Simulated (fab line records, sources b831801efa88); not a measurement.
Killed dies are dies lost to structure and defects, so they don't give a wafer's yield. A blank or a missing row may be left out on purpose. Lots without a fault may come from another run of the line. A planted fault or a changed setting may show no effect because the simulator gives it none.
Problem report in the 8D (eight disciplines) form, filled by code | flow gf180mcu | the parts of the form that need people (team, actions taken, sign-off) are left out

1. THE PROBLEM
HV_LDD_02_OVL at GF_HV_LDD_OVL_MEAS_32 reads a mean of 115.5 nm on 6 wafers of 2 lots; wafers without a fault read 0.2 nm with a standard deviation of 1.4. That is +82 standard deviations from the usual mean.
First seen on wafer L404.1, day 14 19:08, on overlay-02. The record holds 36 wafers of 12 lots with a number at this step. Rule for "out", or "out of limits": more than 4 standard deviations from the usual mean. The other wafers with a number count as sound.

2. WHAT IT IS AND WHAT IT IS NOT
question                    | is                     | is not
which readings at this step | HV_LDD_02_OVL          | -
which lots                  | L404, L406             | L394, L395, L396, L398, L400, L405, L408, L411, L412, L415
which wafers of those lots  | all that have a number | -
read on which gauges        | overlay-02             | overlay-01
when                        | from day 14 19:08      | up to then (15 sound wafers); but 15 sound wafers of L405, L408, L411, L412, L415 came after

3. SUSPECTS, AND WHAT RULES EACH OUT
Counting: a tool at a process step up to the reading stays a suspect if it ran every lot that is out and no sound lot after the first of them.
- the gauge at GF_HV_LDD_OVL_MEAS_32: kept. All the wafers that are out were read on overlay-02, and no step on other tools shows them out.
- iline_stepper-01 at GF_HV_LDD_EXPOSE_28 (exposes mask Nplus HV AREA, target cd 400 nm): kept. It ran every lot that is out, first L404 (day 14 08:53), and no sound lot after that; its last sound lot up to then is L395 (day 11 18:13).
Left after counting: iline_stepper-01 at GF_HV_LDD_EXPOSE_28, overlay-02 at GF_HV_LDD_OVL_MEAS_32.

4. THE CAUSE (what the simulator had put in)
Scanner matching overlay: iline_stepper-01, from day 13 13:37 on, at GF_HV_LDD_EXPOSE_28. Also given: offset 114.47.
Counting left 2 suspects, and this tool is among them.

5. THE CHAIN OF EFFECTS, in route order
Each row: a reading whose mean over the struck wafers that have a number lies more than 3 standard deviations from the usual. Only readings for which the record gives a usual standard deviation are gone through. hours: the time from each lot's start at the first step in this table that gives one to its start at this step, as a median over the lots. sigmas: the change in usual standard deviations.
hours | step                  | reading       | usual  | on struck wafers | change | sigmas
0     | GF_HV_LDD_OVL_MEAS_32 | HV_LDD_02_OVL | 0.2 nm | 115.5            | +115.3 | +82
Later measuring or inspecting steps at which every struck wafer that the step has a row for has a number for every such reading, and none has moved that far: GF_HV_LDD_CD_MEAS_46, GF_HV_LDD_THK_MEAS_55.

6. WHAT WOULD HAVE CAUGHT IT SOONER
In this record the first reading out of limits at a measuring or inspecting step was taken at day 14 19:08, 30 hours after the fault began at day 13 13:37.
Of the lots that are out (2), L406 began GF_HV_LDD_EXPOSE_28 on iline_stepper-01 after day 14 19:08. A hold on the tool at that time would have spared it.
